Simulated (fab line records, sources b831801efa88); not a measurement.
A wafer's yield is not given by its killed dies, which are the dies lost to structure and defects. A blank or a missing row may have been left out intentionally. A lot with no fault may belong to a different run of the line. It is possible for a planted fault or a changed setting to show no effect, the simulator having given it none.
Which tool is to blame? -- flow gf180mcu -- 11 lots with 33 wafers sampled at 4 steps, on a route of 602 steps

## WHAT EACH GAUGE READ, for each wafer
GF_SALICIDE_THK_MEAS_05: measures by xrf.
lot,measured,on,SALICIDE_TIN_THK (nm)
L818,day 15 21:43,filmMetro-02,18.7 18.2 18.1
L820,day 16 19:25,filmMetro-03,18.9 19.3 19.2
L821,day 17 02:35,filmMetro-01,19.2 19.1 19.4
L822,day 17 10:23,filmMetro-03,19.1 19.3 19.6
L823,day 17 18:58,filmMetro-03,18.5 18.4 18.8
L824,day 18 01:59,filmMetro-02,18.8 18.9 18.4
L831,day 20 15:50,filmMetro-01,18.7 18.7 18.6
L833,day 21 06:24,filmMetro-02,18.8 19.5 19.1
L834,day 21 19:14,filmMetro-01,18.8 18.8 19.0
L837,day 22 17:16,filmMetro-02,18.5 18.3 18.7
L839,day 23 02:38,filmMetro-03,18.5 18.4 18.8

GF_CONTACT_BOW_MEAS_05.
lot,measured,on,CONTACT_BOW (um)
L818,day 15 22:38,filmMetro-01,65 61 59
L820,day 16 20:22,filmMetro-01,75 69 68
L821,day 17 03:30,filmMetro-03,51 61 49
L822,day 17 11:19,filmMetro-04,74 73 75 - - -
L823,day 17 19:52,filmMetro-04,62 74 61 - - -
L824,day 18 02:58,filmMetro-04,51 60 60 - - -
L831,day 20 16:43,filmMetro-03,69 68 52
L833,day 21 07:17,filmMetro-04,69 66 71
L834,day 21 20:10,filmMetro-04,75 67 66
L837,day 22 18:34,filmMetro-03,77 68 83
L839,day 23 03:37,filmMetro-01,69 70 65

## TOOL THAT RAN EACH LOT (tool first, then ch and the chambers of the sampled wafers, then the start)
lot,GF_SAB_STRIP_13,GF_CONTACT_CMP_04
L818,"plasmaAsher-03 ch 0,1, day 15 21:22","cmp-02 ch 0,1,3, day 15 22:26"
L820,"plasmaAsher-04 ch 0,1, day 16 19:04","cmp-02 ch 0,1,2, day 16 20:04"
L821,"plasmaAsher-04 ch 0,1, day 17 02:13","cmp-02 ch 1,2, day 17 03:14"
L822,"plasmaAsher-03 ch 1, day 17 10:01","cmp-02 ch 0,1,2, day 17 11:06"
L823,"plasmaAsher-04 ch 0,1, day 17 18:37","cmp-02 ch 1,2, day 17 19:34"
L824,"plasmaAsher-03 ch 0,1, day 18 01:34","cmp-02 ch 1,2,3, day 18 02:40"
L831,"plasmaAsher-04 ch 0,1, day 20 15:28","cmp-02 ch 0,2,3, day 20 16:28"
L833,"plasmaAsher-02 ch 0,1, day 21 06:02","cmp-02 ch 0,2, day 21 07:01"
L834,"plasmaAsher-03 ch 0,1, day 21 18:51","cmp-02 ch 0,2,3, day 21 19:56"
L837,"plasmaAsher-03 ch 1, day 22 16:54","cmp-02 ch 1,2, day 22 18:16"
L839,"plasmaAsher-03 ch 1, day 23 02:13","cmp-02 ch 0,2, day 23 03:19"
- GF_SAB_STRIP_13: strips in O2/N2.
- GF_CONTACT_CMP_04: polishes SiO2.

## AS READ BY THE TOOLS THEMSELVES (means over the sampled wafers that have a number; for cases with no such wafer, the mark the record gives instead)
GF_SAB_STRIP_13.
lot,tool,drypumpMotorCurrentA (A),heaterPowerW (W),oesProductAu (a.u.),stripTimeToEndpointS (s)
L818,plasmaAsher-03,5.9,334,0.717,12.53
L820,plasmaAsher-04,6.1,297,0.710,12.59
L821,plasmaAsher-04,6.2,320,0.712,12.63
L822,plasmaAsher-03,5.6,351,0.709,12.60
L823,plasmaAsher-04,6.1,298,0.711,12.62
L824,plasmaAsher-03,5.9,337,0.705,12.62
L831,plasmaAsher-04,6.2,312,0.708,12.53
L833,plasmaAsher-02,6.1,292,0.707,12.58
L834,plasmaAsher-03,5.9,332,0.709,12.62
L837,plasmaAsher-03,5.5,356,0.708,12.64
L839,plasmaAsher-03,5.6,357,0.711,12.64

GF_CONTACT_CMP_04.
lot,tool,motorCurrentA (A),slurryFlowMlMin,timeToEndpointS (s)
L818,cmp-02,12.1,150.1,104
L820,cmp-02,11.8,149.8,109
L821,cmp-02,12.6,149.9,108
L822,cmp-02,12.2,150.4,123
L823,cmp-02,12.5,149.5,121
L824,cmp-02,12.4,149.7,113
L831,cmp-02,12.1,150.3,99
L833,cmp-02,11.5,150.1,101
L834,cmp-02,12.3,150.4,100
L837,cmp-02,12.5,150.0,105
L839,cmp-02,11.9,149.8,106

## THE ANSWER, worked out from the rows above alone
Rule: what is usual is taken from the lots themselves. Put in order of their means at a reading, lots are off if they are a third of the lots or fewer, leave a main group of 4 or more, and stand apart from it by a gap of 3 or more times the standard deviation of the main group's means; of several such gaps the widest counts. Not used: any main group whose means are identical at the precision the tables above print for the reading. Also off: a lot with no number at a reading for which 4 or more lots have one. Any other lot the step has rows for is counted as sound. After the gauges, taken in route order, come the tools' own readings; for these a lot's mean is taken, as printed above. The first step at which some lot is off is used, and at that step the reading that is off furthest; a lot without a number counts as furthest.
Across all readings shown, no lot is off: no conclusion can be drawn from this.

## WHAT WAS PUT IN BY THE SIMULATOR
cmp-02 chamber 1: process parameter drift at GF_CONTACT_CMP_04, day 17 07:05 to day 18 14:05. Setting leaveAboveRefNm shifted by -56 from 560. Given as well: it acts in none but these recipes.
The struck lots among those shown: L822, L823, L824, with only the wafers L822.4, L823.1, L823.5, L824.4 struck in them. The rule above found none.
